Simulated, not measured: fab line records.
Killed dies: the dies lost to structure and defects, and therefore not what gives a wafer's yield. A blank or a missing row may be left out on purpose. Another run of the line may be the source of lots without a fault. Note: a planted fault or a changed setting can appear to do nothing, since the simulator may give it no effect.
A struck lot beside a sound one	flow gf180mcu	16 steps out of a route of 602
Sound: the wafers L563.1, L563.3, L563.4. The struck wafers were L571.3, L571.4, L571.6. The cause is named last.
At each step with rows: each side's tool, then ch and its chambers, then its first start. Under that, the readings that differ: sound wafers	struck wafers	difference of the means	sigmas: that difference in standard deviations of wafers without a fault.
alike: words and numbers the same on both sides, and readings whose means are apart by under 2 such deviations; not compared: readings that were withheld, readings missing a value for some wafer, numbers with overlapping values and no deviation given by the record, and bounds like >300 which may hide the same value.
A row with sigmas, a row that says differs or no value, or rows on one side alone: a step with any of these is where the two part. When numbers do not overlap yet have no deviation, they are printed without sigmas and do not part them. A reading missing from all wafers of one side parts the sides only when that side holds two or more wafers.

first, 5 steps without rows for these wafers: GF_M5_COAT_02 (resist thk 1000 nm); GF_M5_SOFTBAKE_03 (time 60 s); GF_M5_EXPOSE_04 (exposes mask Metal5, target cd 280 nm); GF_M5_PEB_05 (peb time 90 s); GF_M5_DEVELOP_06 (develop time 60 s).
GF_M5_CD_MEAS_07: target cd 280 nm.
  struck on cdSem-01, day 30 05:34; sound on cdSem-01, day 27 02:41
  alike: cdNm
GF_M5_OVL_MEAS_08:
  struck on overlay-02, day 30 05:39; sound on overlay-01, day 27 02:48
  alike: M5_OVL
GF_M5_ETCH_09: etches Si3N4 in CF4/O2, target depth 52 nm, time 11.6 s.
  sound on rieDiel-02 ch 1,2,3, day 27 02:50; struck on rieDiel-01 ch 0,1, day 30 05:40
  alike: chamberPressureMTorr, drypumpMotorCurrentA, oesProductAu, throttleValvePct
  not compared: rfHoursCounterH
GF_M5_METAL_ETCH_10: etches the open film in Cl2/BCl3, stops on SiO2, target depth 627.5 nm, time 104.6 s.
  sound on rieMetal-03 ch 0, day 27 02:52; struck on rieMetal-03 ch 0,1, day 30 05:44
  alike: chamberPressureMTorr, drypumpMotorCurrentA, oesProductAu, throttleValvePct
  not compared: rfHoursCounterH
GF_M5_STRIP_11: strips in O2/N2.
  sound on plasmaAsher-04 ch 0,1, day 27 03:05; struck on plasmaAsher-01 ch 0,1, day 30 05:50
reading	sound	struck	difference	sigmas
stripTimeToEndpointS (s)	7.40 7.40 7.37	7.61 7.53 7.53	+0.17	+3
  alike: chamberPressureMTorr, drypumpMotorCurrentA, heaterPowerW, oesProductAu
  not compared: rfHoursCounterH
then, 2 steps without rows for these wafers: GF_M5_STRIP_12 (strips in post etch residue remover, time 1200 s); GF_M5_CLEAN_13 (cleans in DIW).
GF_V5_CVD_00: deposits SiO2, target thk 300 nm, time 50 s.
  sound on hdpcvd-01 ch 1,2, day 27 03:38; struck on hdpcvd-01 ch 0,1, day 30 06:22
reading	sound	struck	difference	sigmas
sih4FlowSccm (sccm)	60.18 60.03 59.85	51.02 51.11 50.80	-9.04	-50
model.SiO2_of_V5_CVD_00.thkNm (nm)	297.6 297.9 296.1	259.1 256.8 257.6	-39.4	
  alike: pressureMtorr
GF_V5_THK_MEAS_01:
  struck on filmMetro-04, day 30 06:25; sound on filmMetro-03, day 27 03:40
reading	sound	struck	difference	sigmas
V5_CVD_00_THK (nm)	297 298 296	259 256 258	-39	-11
GF_V5_CVD_02: deposits SiO2 from TEOS, target thk 1450 nm, time 163.28 s.
  sound on pecvd-03 ch 0,1,2, day 27 03:44; struck on pecvd-02 ch 0,2, day 30 06:28
  alike: heaterPowerW
GF_PASSIVATION_PROBE_99:
  the record has rows for the sound wafers here (prober-01, day 29 18:30) and none for the struck ones

WHERE THEY PART
Last at GF_PASSIVATION_PROBE_99 as far as this record goes, first at GF_M5_STRIP_11.

WHY: whatever the simulator had introduced
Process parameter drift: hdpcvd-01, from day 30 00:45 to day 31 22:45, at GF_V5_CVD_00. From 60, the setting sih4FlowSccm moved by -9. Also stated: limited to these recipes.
